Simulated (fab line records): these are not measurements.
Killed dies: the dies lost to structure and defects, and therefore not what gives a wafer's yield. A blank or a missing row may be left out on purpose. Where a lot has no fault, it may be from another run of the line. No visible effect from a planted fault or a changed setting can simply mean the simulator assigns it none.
fab line records	flow gf180mcu
record: lots: 5	wafers: 15	lastDay: 33
route steps=602 shown HV_LDD@227 NSD@235 PSD@248 PASSIVATION@602
lots untouched by any fault: they come from a run of this same line in which no faults occurred
startH: the number of hours between the record's first day and the start of the first shown wafer of the lot	waitH: hours since the lot's step before	" as in the row above	L1.1+2: a row that stands for several wafers	- either no value or no given start	* or withheld: withheld	< > ~ a bound
route shown NAME@n: names a module that has steps shown in the file, with the first one's number in the route	usual: average and standard deviation across the fault-free wafers	same: alike in all rows	chamber/n: place in a boat	sites: each site's reading	_std_site: the values' standard deviation	_edge_site: outer sites' mean less inner sites'	radiusMm: how far each site lies from the wafer's centre	mask NAME#n: copy n	behind: the tool/chamber that last shaped the wafer	hold: reason for holding the lot/hours on hold/outcome of the hold	device: the n, p or np transistor that did not switch	end of line: the same wafers' tests at the end of the route	for a step that has no rows: nothing shown but its recipe	killed: not the wafer's yield, but the dies lost to structure and defects at the first sort	map: dies across one wafer; x = killed, . = not, _ = none there
set.NAME: the setting the step ran with; set.NAME@STEP: the setting that earlier step ran with	model.NAME: the simulator's own value behind a step, which no gauge read
lots at some steps of the route; a table a step, a row a wafer
services: when a tool's chamber went out of use (startH, in hours from the record's first day, below 0 if earlier), for how many hours, and the reason
== steps ==
step: GF_HV_LDD_CLEAN_51
recipe: chemistry: SC1/SC2	mix: 1:4:20	tempC: 70	timeS: 150	dry: n2Spin
step: GF_HV_LDD_RTA_52
recipe: tempC: 1000	timeS: 10	ambient: N2
usual: lampPowerPct: 38/4.2	wafer_temp_C_max: 1005.4/2.7
lot.wafer	tool	chamber	startH	waitH	lampPowerPct	wafer_temp_C_max
L179.2	rtpAnneal-01	0	300.79	0.0	42	1006.2
L179.4	"	0	"	"	42	1007.5
L179.6	"	0	"	"	42	1008.8
L186.1	rtpAnneal-02	0	353.98	0.0	33	1002.3
L186.5	"	0	"	"	33	1003.3
L186.6	"	0	"	"	33	1003.1
L193.2	rtpAnneal-01	0	409.46	0.0	42	1006.4
L193.3	"	0	"	"	42	1007.4
L193.5	"	0	"	"	42	1007.2
L194.2	rtpAnneal-01	0	414.09	0.0	42	1007.3
L194.4	"	0	"	"	42	1008.5
L194.5	"	0	"	"	42	1004.7
L195.1	rtpAnneal-01	0	421.43	0.0	42	1010.8
L195.3	"	0	"	"	42	1006.8
L195.4	"	0	"	"	42	1009.9
step: GF_HV_LDD_RS_MEAS_53
recipe: thkMeasGauge: four-point-probe
usual: HV_LDD_RS: 417.8/0.98
lot.wafer	tool	chamber	startH	waitH	HV_LDD_RS[ohm/sq]
L179.2	filmMetro-02	-	300.87	0.1	417.8
L179.4	"	-	"	"	418.6
L179.6	"	-	"	"	419.8
L186.1	filmMetro-02	-	354.04	0.1	417.0
L186.5	"	-	"	"	417.2
L186.6	"	-	"	"	416.0
L193.2	filmMetro-04	-	409.54	0.1	419.0
L193.3	"	-	"	"	418.6
L193.5	"	-	"	"	418.9
L194.2	filmMetro-02	-	414.17	0.1	418.0
L194.4	"	-	"	"	416.4
L194.5	"	-	"	"	416.9
L195.1	filmMetro-01	-	421.49	0.1	417.0
L195.3	"	-	"	"	418.3
L195.4	"	-	"	"	418.7
step: GF_HV_LDD_CVD_54
recipe: material: SiO2	targetThkNm: 10	precursor: TEOS	tempC: 680	timeS: 75	pressureMtorr: 400
step: GF_HV_LDD_THK_MEAS_55
recipe: reads: SiO2_of_HV_LDD_CVD_54
usual: HV_LDD_CVD_54_THK: 10.06/0.12
lot.wafer	tool	chamber	startH	waitH	HV_LDD_CVD_54_THK[nm]
L179.2	filmMetro-02	-	302.00	0.0	10.10
L179.4	"	-	"	"	10.25
L179.6	"	-	"	"	10.15
L186.1	filmMetro-02	-	355.18	0.0	9.93
L186.5	"	-	"	"	10.01
L186.6	"	-	"	"	9.97
L193.2	filmMetro-02	-	410.67	0.0	10.12
L193.3	"	-	"	"	9.89
L193.5	"	-	"	"	9.86
L194.2	filmMetro-04	-	415.30	0.0	9.89
L194.4	"	-	"	"	9.97
L194.5	"	-	"	"	10.03
L195.1	filmMetro-04	-	422.63	0.0	9.91
L195.3	"	-	"	"	9.94
L195.4	"	-	"	"	9.98
step: GF_HV_LDD_CVD_56
recipe: material: Si3N4	precursor: DCS/NH3	targetThkNm: 90	tempC: 770	timeS: 1543	pressureMtorr: 250
step: GF_HV_LDD_THK_MEAS_57
recipe: reads: Si3N4_of_HV_LDD_CVD_56
usual: HV_LDD_CVD_56_THK: 90.1/1
lot.wafer	tool	chamber	startH	waitH	HV_LDD_CVD_56_THK[nm]
L179.2	filmMetro-04	-	303.49	0.0	88.8
L179.4	"	-	"	"	88.8
L179.6	"	-	"	"	88.8
L186.1	filmMetro-01	-	356.67	0.0	90.1
L186.5	"	-	"	"	89.8
L186.6	"	-	"	"	89.3
L193.2	filmMetro-04	-	412.15	0.0	89.6
L193.3	"	-	"	"	89.7
L193.5	"	-	"	"	90.4
L194.2	filmMetro-02	-	416.79	0.0	89.7
L194.4	"	-	"	"	90.0
L194.5	"	-	"	"	88.9
L195.1	filmMetro-02	-	424.12	0.0	90.8
L195.3	"	-	"	"	90.9
L195.4	"	-	"	"	91.9
step: GF_HV_LDD_ETCHBACK_58
recipe: chemistry: CH3F/O2	target: Si3N4	stopOn: SiO2	sourceW: 400	biasW: 80	pressureMtorr: 25	ch3fFlowSccm: 40	O2_flow_sccm: 30	timeS: 100	targetDepthA: 900
usual: O2_flow_sccm: 30.00/0.096	drypumpMotorCurrentA: 6.0/0.39	oesProductAu: 0.843/0.0075	throttleValvePct: 10.561/0.0083
lot.wafer	tool	chamber	startH	waitH	O2_flow_sccm	drypumpMotorCurrentA	oesProductAu	rfHoursCounterH	throttleValvePct
L179.2	rieDiel-01	2	303.54	0.0	30.12	6.4	0.838	2	10.570
L179.4	"	0	"	"	30.04	5.9	0.840	3	10.549
L179.6	"	2	"	"	30.14	6.4	0.834	-	10.549
L186.1	rieDiel-01	0	356.73	0.1	30.00	5.9	0.849	4	10.548
L186.5	"	2	"	"	30.00	6.4	0.842	-	10.559
L186.6	"	1	"	"	30.10	6.1	0.833	-	10.546
L193.2	rieDiel-01	0	412.20	0.0	29.99	5.9	0.842	5	10.554
L193.3	"	3	"	"	29.86	5.6	0.847	44	10.559
L193.5	"	1	"	"	29.99	6.1	0.841	-	10.565
L194.2	rieDiel-04	0	416.84	0.0	29.92	6.0	0.831	93	10.580
L194.4	"	3	"	"	29.98	6.3	0.829	3	10.552
L194.5	"	3	"	"	30.06	6.3	0.841	-	10.573
L195.1	rieDiel-04	1	424.18	0.1	30.10	5.3	0.841	17	10.571
L195.3	"	2	"	"	29.97	6.3	0.846	7	10.572
L195.4	"	3	"	"	29.96	6.3	0.853	3	10.569
step: GF_NSD_DEHYDRATE_00
recipe: tempC: 200	timeS: 60
step: GF_NSD_HMDS_01
recipe: primeTimeS: 60	primeTempC: 120
step: GF_NSD_COAT_02
recipe: resist: NOVOLAK	spinRpm: 3000	resistThkNm: 1000
step: GF_NSD_SOFTBAKE_03
recipe: tempC: 90	timeS: 60	resist: NOVOLAK
step: GF_NSD_EXPOSE_04
recipe: maskId: Nplus	targetCdNm: 400	na: 0.6	sourceShape: conventional	sigmaOuter: 0.6	doseMj: 140
lot.wafer	tool	chamber	startH	waitH	mask
L179.2+4+6	ilineStepper-02	0	314.69	-	Nplus#0
L186.1+5+6	ilineStepper-02	0	367.97	-	Nplus#0
L193.2+3+5	ilineStepper-01	0	424.17	-	Nplus#0
L194.2+4+5	ilineStepper-02	0	428.72	-	Nplus#0
L195.1+3+4	ilineStepper-02	0	436.18	-	Nplus_HV_AREA#0
step: GF_NSD_PEB_05
recipe: tempC: withheld	timeS: *	resist: NOVOLAK
step: GF_NSD_DEVELOP_06
recipe: developTimeS: 60	devTempC: 23
step: GF_NSD_CD_MEAS_07
recipe: targetCdNm: 400
usual: cdNm: 400.6/2.3
lot.wafer	tool	chamber	startH	waitH	cdNm
L179.2	cdSem-01	-	324.51	0.1	398.4
L179.4	"	-	"	"	399.7
L179.6	"	-	"	"	398.6
L186.1	cdSem-01	-	378.69	0.1	400.9
L186.5	"	-	"	"	402.6
L186.6	"	-	"	"	399.6
L193.2	cdSem-01	-	436.26	0.1	402.1
L193.3	"	-	"	"	400.1
L193.5	"	-	"	"	399.9
L194.2	cdSem-01	-	441.02	0.2	401.0
L194.4	"	-	"	"	401.8
L194.5	"	-	"	"	403.0
L195.1	cdSem-02	-	448.34	0.1	-
L195.3	"	-	"	"	-
L195.4	"	-	"	"	-
step: GF_NSD_OVL_MEAS_08
usual: NSD_OVL: 1.3/1.4
lot.wafer	tool	chamber	startH	waitH	NSD_OVL[nm]
L179.2	overlay-01	-	324.62	0.1	1.7
L179.4	"	-	"	"	1.6
L179.6	"	-	"	"	0.5
L186.1	overlay-01	-	378.81	0.1	1.1
L186.5	"	-	"	"	1.4
L186.6	"	-	"	"	2.0
L193.2	overlay-02	-	436.37	0.1	1.1
L193.3	"	-	"	"	0.8
L193.5	"	-	"	"	0.2
L194.2	overlay-02	-	441.13	0.1	2.0
L194.4	"	-	"	"	2.4
L194.5	"	-	"	"	1.0
L195.1	overlay-01	-	448.46	0.1	-
L195.3	"	-	"	"	-
L195.4	"	-	"	"	-
step: GF_NSD_IMPLANT_09
recipe: species: As	energyKev: 60	doseCm2: 4e+15	tiltDeg: 7
step: GF_NSD_IMPLANT_10
recipe: species: P	energyKev: 40	doseCm2: 5e+14	tiltDeg: 7
step: GF_NSD_STRIP_11
recipe: chemistry: O2/N2	powerW: 1400	pressureMtorr: 1500	platenTempC: 250	o2FlowSccm: 3000	n2FlowSccm: 300	overashFraction: 0.5
usual: drypumpMotorCurrentA: 5.6/0.34	heaterPowerW: 311/37	oesProductAu: 0.487/0.0047	platenTempC: 250.00/0.19	stripTimeToEndpointS: 22.97/0.033
lot.wafer	tool	chamber	startH	waitH	drypumpMotorCurrentA	heaterPowerW	oesProductAu	platenTempC	rfHoursCounterH	stripTimeToEndpointS
L179.2	plasmaAsher-04	1	324.95	0.1	5.3	316	0.479	250.24	21	22.98
L179.4	"	1	"	"	5.3	314	0.483	249.64	-	22.99
L179.6	"	0	"	"	5.5	284	0.486	250.21	-	22.95
L186.1	plasmaAsher-03	0	379.15	0.1	5.2	306	0.489	249.84	68	22.95
L186.5	"	1	"	"	5.8	284	0.492	249.98	-	22.93
L186.6	"	0	"	"	5.2	299	0.485	250.16	-	22.94
L193.2	plasmaAsher-01	0	436.70	0.1	5.8	395	0.489	250.11	84	22.99
L193.3	"	0	"	"	5.7	373	0.488	249.91	-	22.99
L193.5	"	0	"	"	5.8	385	0.489	250.11	-	22.97
L194.2	plasmaAsher-04	0	441.46	0.1	5.5	278	0.491	249.95	34	22.89
L194.4	"	0	"	"	5.5	284	0.487	250.13	-	22.98
L194.5	"	1	"	"	5.3	310	0.486	249.83	-	22.89
L195.1	plasmaAsher-01	1	448.80	0.1	6.2	289	0.484	250.02	85	23.01
L195.3	"	0	"	"	5.7	376	0.485	249.55	-	23.00
L195.4	"	1	"	"	6.2	288	0.485	250.02	-	23.00
step: GF_NSD_TW_MEAS_12
usual: NSD_TW: 4202/38
lot.wafer	tool	chamber	startH	waitH	NSD_TW
L179.2	filmMetro-02	-	325.06	0.1	4223
L179.4	"	-	"	"	4232
L179.6	"	-	"	"	4208
L186.1	filmMetro-03	-	379.25	0.1	4178
L186.5	"	-	"	"	4190
L186.6	"	-	"	"	4164
L193.2	filmMetro-02	-	436.81	0.1	4150
L193.3	"	-	"	"	4181
L193.5	"	-	"	"	4161
L194.2	filmMetro-03	-	441.57	0.1	4147
L194.4	"	-	"	"	4169
L194.5	"	-	"	"	4161
L195.1	filmMetro-02	-	448.90	0.1	29
L195.3	"	-	"	"	30
L195.4	"	-	"	"	30
step: GF_PSD_DEHYDRATE_00
recipe: tempC: 200	timeS: 60
step: GF_PASSIVATION_PROBE_99
lot.wafer	tool	chamber	startH	waitH	model.etest.nmos_3p3_sab.rOnOhmUm	model.etest.nldd_6p0.lineOhmUm	model.etest.nmos_3p3.rOnOhmUm	model.etest.nplusU.lineOhmUm	model.etest.nldd_6p0.rsOhmSq	model.etest.nplusU.rsOhmSq	model.etest.contactNplus.endOhmUm	model.etest.nmos_3p3_sab.driveUaUm
L179.2	prober-01	-	699.55	0.1	1833	4706	1700	200.2	1403	59.56	13.13	475.6
L179.4	prober-01	-	699.65	0.2	1834	4630	1695	198.3	1390	59.57	13.2	478.7
L179.6	prober-01	-	699.75	0.2	1858	4559	1724	198.7	1403	59.98	13.07	476.6
L186.1	prober-01	-	745.27	0.1	1741	4728	1609	201.5	1379	59.33	13.35	515.8
L186.5	prober-01	-	745.47	0.2	1772	4609	1617	203.8	1373	59.83	13.12	512.1
L186.6	prober-01	-	745.52	0.2	1754	4530	1608	197.1	1383	59.56	12.86	509.8
L193.2	prober-02	-	783.55	0.1	1771	4547	1622	197.6	1399	59.95	13.01	507.7
L193.3	prober-02	-	783.60	0.2	1776	4688	1642	203.2	1386	60.25	13.34	510.2
L193.5	prober-02	-	783.70	0.2	1768	4662	1629	201.9	1375	59.99	13.5	512.8
L194.2	prober-01	-	790.51	0.1	1752	4583	1613	194.3	1387	59.68	13.15	515.4
L194.4	prober-01	-	790.61	0.2	1762	4688	1632	197.9	1392	59.13	13.09	511.2
L194.5	prober-01	-	790.66	0.2	1752	4656	1612	201.3	1392	59.57	12.69	512
L195.1	prober-02	-	794.73	0.1	6820	200.8	4647	2446	59.45	739.3	514.8	194.7
L195.3	prober-02	-	794.83	0.2	6774	195.4	4659	2406	60.01	737.3	506.1	194.8
L195.4	prober-02	-	794.88	0.2	6866	201	4737	2476	60.38	743.1	515.7	192.6
killed by level:class
L179.2 V2:geometricParticle:open=6 M1:geometricParticle:short=3 V2:geometricParticle:short=3 V3:geometricParticle:short=3 V3:geometricParticle:open=3 V4:geometricParticle:open=3 POLY_GATE:geometricParticle:open=2 CONTACT:geometricParticle:open=2
L179.4 V1:geometricParticle:open=7 V4:geometricParticle:open=5 V2:geometricParticle:open=4 V3:geometricParticle:open=4 M5:geometricParticle:short=4 V5:geometricParticle:short=4 V5:geometricParticle:open=4 SALICIDE:geometricParticle:short=3
L179.6 V1:geometricParticle:open=5 V4:geometricParticle:open=4 M5:geometricParticle:short=4 V5:geometricParticle:open=4 STI:geometricParticle:short=3 STI:geometricParticle:open=3 CONTACT:geometricParticle:open=3 V3:geometricParticle:open=2
L186.1 V3:geometricParticle:open=7 CONTACT:geometricParticle:open=4 V2:geometricParticle:open=4 V5:geometricParticle:open=4 V2:geometricParticle:short=3 M3:geometricParticle:short=3 M1:geometricParticle:short=2 V1:geometricParticle:open=2
L186.5 V3:geometricParticle:open=7 CONTACT:geometricParticle:open=5 V4:geometricParticle:open=5 STI:geometricParticle:short=4 V1:geometricParticle:open=4 V5:geometricParticle:open=4 M1:geometricParticle:short=3 V1:geometricParticle:short=3
L186.6 V5:geometricParticle:open=7 V4:geometricParticle:open=5 STI:geometricParticle:short=4 CONTACT:geometricParticle:open=4 V1:geometricParticle:open=4 V3:geometricParticle:open=4 V2:geometricParticle:open=4 CONTACT:geometricParticle:short=3
L193.2 CONTACT:geometricParticle:open=6 V1:geometricParticle:open=4 V4:geometricParticle:open=4 V5:geometricParticle:open=4 STI:geometricParticle:open=3 V2:geometricParticle:short=3 V2:geometricParticle:open=2 V3:geometricParticle:short=2
L193.3 STI:geometricParticle:short=6 CONTACT:geometricParticle:open=5 V3:geometricParticle:short=5 V3:geometricParticle:open=4 V1:geometricParticle:open=4 CONTACT:geometricParticle:short=3 V4:geometricParticle:open=3 V2:geometricParticle:open=2
L193.5 STI:geometricParticle:open=6 CONTACT:geometricParticle:open=5 V2:geometricParticle:short=5 V1:geometricParticle:open=4 V3:geometricParticle:open=4 STI:geometricParticle:short=3 CONTACT:geometricParticle:short=3 POLY_GATE:geometricParticle:open=3
L194.2 CONTACT:geometricParticle:open=6 CONTACT:geometricParticle:short=4 V5:geometricParticle:open=3 V3:geometricParticle:open=3 STI:geometricParticle:open=2 SALICIDE:geometricParticle:open=2 M4:geometricParticle:short=2 M1:geometricParticle:short=2
L194.4 CONTACT:geometricParticle:open=6 V2:geometricParticle:short=4 POLY_GATE:geometricParticle:short=3 CONTACT:geometricParticle:short=3 V1:geometricParticle:open=3 V1:geometricParticle:short=3 M3:geometricParticle:short=3 V3:geometricParticle:open=3
L194.5 STI:geometricParticle:open=4 M1:geometricParticle:short=4 CONTACT:geometricParticle:open=3 M4:geometricParticle:short=3 V1:geometricParticle:open=2 V2:geometricParticle:open=2 V2:geometricParticle:short=2 V3:geometricParticle:open=2
== services ==
tool	chamber	startH	hours	kind
rieDiel-04	3	276.81	-	clean
rieDiel-04	3	276.81	26.4	scheduledDown
rieDiel-04	3	276.81	26.4	ventCycle
plasmaAsher-03	-	283.16	2.0	repair
plasmaAsher-03	-	294.94	2.7	repair
rieDiel-04	0	310.98	9.0	repair
ilineStepper-01	-	319.77	9.7	repair
rieDiel-04	0	330.99	1.3	repair
plasmaAsher-01	-	337.15	9.8	repair
rtpAnneal-01	-	358.58	47.2	pm
plasmaAsher-01	-	360.41	15.6	pm
ilineStepper-01	-	396.00	1.7	pm
rieDiel-04	2	403.17	4.5	repair
ilineStepper-01	0	411.57	-	calibration
ilineStepper-02	-	415.86	1.7	pm
plasmaAsher-03	-	421.32	9.0	pm
plasmaAsher-03	0	421.32	10.9	ventCycle
plasmaAsher-03	1	421.32	10.9	ventCycle
plasmaAsher-03	-	426.50	5.7	repair
plasmaAsher-03	0	430.32	-	clean
plasmaAsher-03	1	430.32	-	clean
plasmaAsher-03	-	446.94	12.6	repair
== key ==
firstSign: step: GF_NSD_EXPOSE_04	reading: mask	direction: changed
effect: step: GF_NSD_CD_MEAS_07	reading: cdNm	direction: missing
effect: step: GF_NSD_OVL_MEAS_08	reading: NSD_OVL	direction: missing
effect: step: GF_NSD_TW_MEAS_12	reading: NSD_TW	direction: down	sigmas: 99+	usual: 4202	struck: 30
modelEffect: step: GF_PASSIVATION_PROBE_99	value: etest.nmos_3p3_sab.rOnOhmUm	without: 1816	struck: 6820
metAt GF_NSD_EXPOSE_04
struckWafers L195.1,L195.3,L195.4
sortLeftOut L195.1,L195.3,L195.4
testerLeftOut L195
onsetBetween 428.72 436.18
fault: kind: wrongMask	tool: any	chamber: -	onsetH: 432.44	steps: GF_NSD_EXPOSE_04	auxCopy: Nplus_HV_AREA#0	scope: struckLotsOnly
testerLeftOut: of these lots the tester's yield and bins aren't shown, on N5 and GAA mostly nor the transistor test; their killed dies are dies lost to structure and defects alone, not to doping, threshold or leakage, so they don't give the yield
sortLeftOut: the simulated sort isn't trusted on such a fault, so these wafers' sort isn't shown, and their yield isn't known
